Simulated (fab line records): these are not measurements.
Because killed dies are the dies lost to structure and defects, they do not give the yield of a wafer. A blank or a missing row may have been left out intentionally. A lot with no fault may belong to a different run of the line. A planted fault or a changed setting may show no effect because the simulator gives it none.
Which tool is to blame? :: flow sky130 :: 11 lots, 33 wafers sampled, at 2 steps of a route of 708

## WHAT THE GAUGES SHOWED, per wafer
SKY_VIA1_CD_MEAS_12 targets a cd of 150 nm. Usual: 149.4 nm for cd_nm, sd 1.4.
lot: L544
measured: day 33 17:05
on: cd_sem-02
cd_nm (nm): 150.8 151.3 150.2
flag: 

lot: L545
measured: day 34 05:36
on: cd_sem-02
cd_nm (nm): 149.3 148.2 148.6
flag: 

lot: L546
measured: day 35 02:38
on: cd_sem-01
cd_nm (nm): 146.5 149.2 149.3
flag: 

lot: L549
measured: day 35 15:25
on: cd_sem-02
cd_nm (nm): 146.9 147.3 146.5
flag: 

lot: L550
measured: day 36 02:55
on: cd_sem-01
cd_nm (nm): 150.9 149.8 150.5
flag: 

lot: L551
measured: day 36 06:49
on: cd_sem-02
cd_nm (nm): 147.6 147.9 147.8
flag: 

lot: L553
measured: day 36 21:46
on: cd_sem-02
cd_nm (nm): 149.0 147.4 149.1
flag: 

lot: L554
measured: day 37 18:13
on: cd_sem-01
cd_nm (nm): 152.5 151.7 150.8
flag: 

lot: L560
measured: day 39 13:36
on: cd_sem-01
cd_nm (nm): 147.8 146.6 148.0
flag: 

lot: L561
measured: day 40 06:03
on: cd_sem-02
cd_nm (nm): 149.5 149.8 149.9
flag: 

lot: L567
measured: day 41 03:46
on: cd_sem-02
cd_nm (nm): 149.2 147.3 148.6
flag: 

## WHAT TOOL EACH LOT RAN ON (gives the tool, then ch and the chambers of the sampled wafers, and finally the start)
lot: L544
SKY_METAL1_METAL_ETCH_19: rie_metal-01 ch 0,1, day 32 13:22

lot: L545
SKY_METAL1_METAL_ETCH_19: rie_metal-01 ch 1, day 33 02:04

lot: L546
SKY_METAL1_METAL_ETCH_19: rie_metal-01 ch 0,1, day 33 22:51

lot: L549
SKY_METAL1_METAL_ETCH_19: rie_metal-03 ch 0,1, day 34 10:49

lot: L550
SKY_METAL1_METAL_ETCH_19: rie_metal-01 ch 0,1, day 34 23:01

lot: L551
SKY_METAL1_METAL_ETCH_19: rie_metal-02 ch 0,1, day 35 03:04

lot: L553
SKY_METAL1_METAL_ETCH_19: rie_metal-03 ch 1, day 35 17:19

lot: L554
SKY_METAL1_METAL_ETCH_19: rie_metal-01 ch 0,1, day 36 14:53

lot: L560
SKY_METAL1_METAL_ETCH_19: rie_metal-02 ch 0,1, day 38 11:23

lot: L561
SKY_METAL1_METAL_ETCH_19: rie_metal-01 ch 0,1, day 39 03:30

lot: L567
SKY_METAL1_METAL_ETCH_19: rie_metal-01 ch 0,1, day 40 01:52
- SKY_METAL1_METAL_ETCH_19: etches the open film in Cl2/BCl3, stops on SiO2, target depth 360 nm, time 78 s.

## AS READ BY THE TOOLS THEMSELVES (means over the sampled wafers that have a number; for cases with no such wafer, the mark the record gives instead)
SKY_METAL1_METAL_ETCH_19. Usual: bias_w 48.51 W, standard deviation 0.15; drypump_motor_current_A 5.8 A, standard deviation 0.45; oes_product_au 0.854 a.u., standard deviation 0.0057; run_length_s 106.4 s, standard deviation 0.38; throttle_valve_pct 22.264 %, standard deviation 0.0093.
lot: L544
tool: rie_metal-01
bias_w (W): 48.68
drypump_motor_current_A (A): 6.0
oes_product_au (a.u.): 0.855
run_length_s (s): 106.7
throttle_valve_pct (%): 22.270
flag: 

lot: L545
tool: rie_metal-01
bias_w (W): 48.42
drypump_motor_current_A (A): 5.3
oes_product_au (a.u.): 0.853
run_length_s (s): 106.6
throttle_valve_pct (%): 22.265
flag: 

lot: L546
tool: rie_metal-01
bias_w (W): 48.53
drypump_motor_current_A (A): 6.0
oes_product_au (a.u.): 0.858
run_length_s (s): 106.7
throttle_valve_pct (%): 22.260
flag: 

lot: L549
tool: rie_metal-03
bias_w (W): 48.60
drypump_motor_current_A (A): 5.8
oes_product_au (a.u.): 0.854
run_length_s (s): 106.1
throttle_valve_pct (%): 22.266
flag: 

lot: L550
tool: rie_metal-01
bias_w (W): 48.50
drypump_motor_current_A (A): 6.0
oes_product_au (a.u.): 0.856
run_length_s (s): 106.6
throttle_valve_pct (%): 22.263
flag: 

lot: L551
tool: rie_metal-02
bias_w (W): 48.56
drypump_motor_current_A (A): 5.6
oes_product_au (a.u.): 0.855
run_length_s (s): 105.8
throttle_valve_pct (%): 22.254
flag: 

lot: L553
tool: rie_metal-03
bias_w (W): 48.48
drypump_motor_current_A (A): 6.0
oes_product_au (a.u.): 0.844
run_length_s (s): 106.4
throttle_valve_pct (%): 22.259
flag: 

lot: L554
tool: rie_metal-01
bias_w (W): 48.73
drypump_motor_current_A (A): 5.7
oes_product_au (a.u.): 0.854
run_length_s (s): 107.0
throttle_valve_pct (%): 22.267
flag: 

lot: L560
tool: rie_metal-02
bias_w (W): 48.51
drypump_motor_current_A (A): 5.7
oes_product_au (a.u.): 0.852
run_length_s (s): 106.1
throttle_valve_pct (%): 22.260
flag: 

lot: L561
tool: rie_metal-01
bias_w (W): 48.63
drypump_motor_current_A (A): 6.0
oes_product_au (a.u.): 0.854
run_length_s (s): 106.9
throttle_valve_pct (%): 22.262
flag: 

lot: L567
tool: rie_metal-01
bias_w (W): 48.49
drypump_motor_current_A (A): 5.6
oes_product_au (a.u.): 0.861
run_length_s (s): 106.5
throttle_valve_pct (%): 22.259
flag: 

## THE ANSWER, worked out from the rows above alone
Rule: a lot is off if the mean of its wafers that have a number lies more than 3 standard deviations from the usual mean. Also off: a lot with no number at a reading for which 4 or more lots have one. Any other lot the step has rows for is counted as sound. Order of review: gauges by route order, followed by the tools' own readings, for which a lot's mean as printed above is used. The first step at which some lot is off is used, and at that step the reading that is off furthest; a lot without a number counts as furthest.
Across all readings shown, no lot is off: no conclusion can be drawn from this.

## WHAT THE SIMULATOR HAD PUT IN
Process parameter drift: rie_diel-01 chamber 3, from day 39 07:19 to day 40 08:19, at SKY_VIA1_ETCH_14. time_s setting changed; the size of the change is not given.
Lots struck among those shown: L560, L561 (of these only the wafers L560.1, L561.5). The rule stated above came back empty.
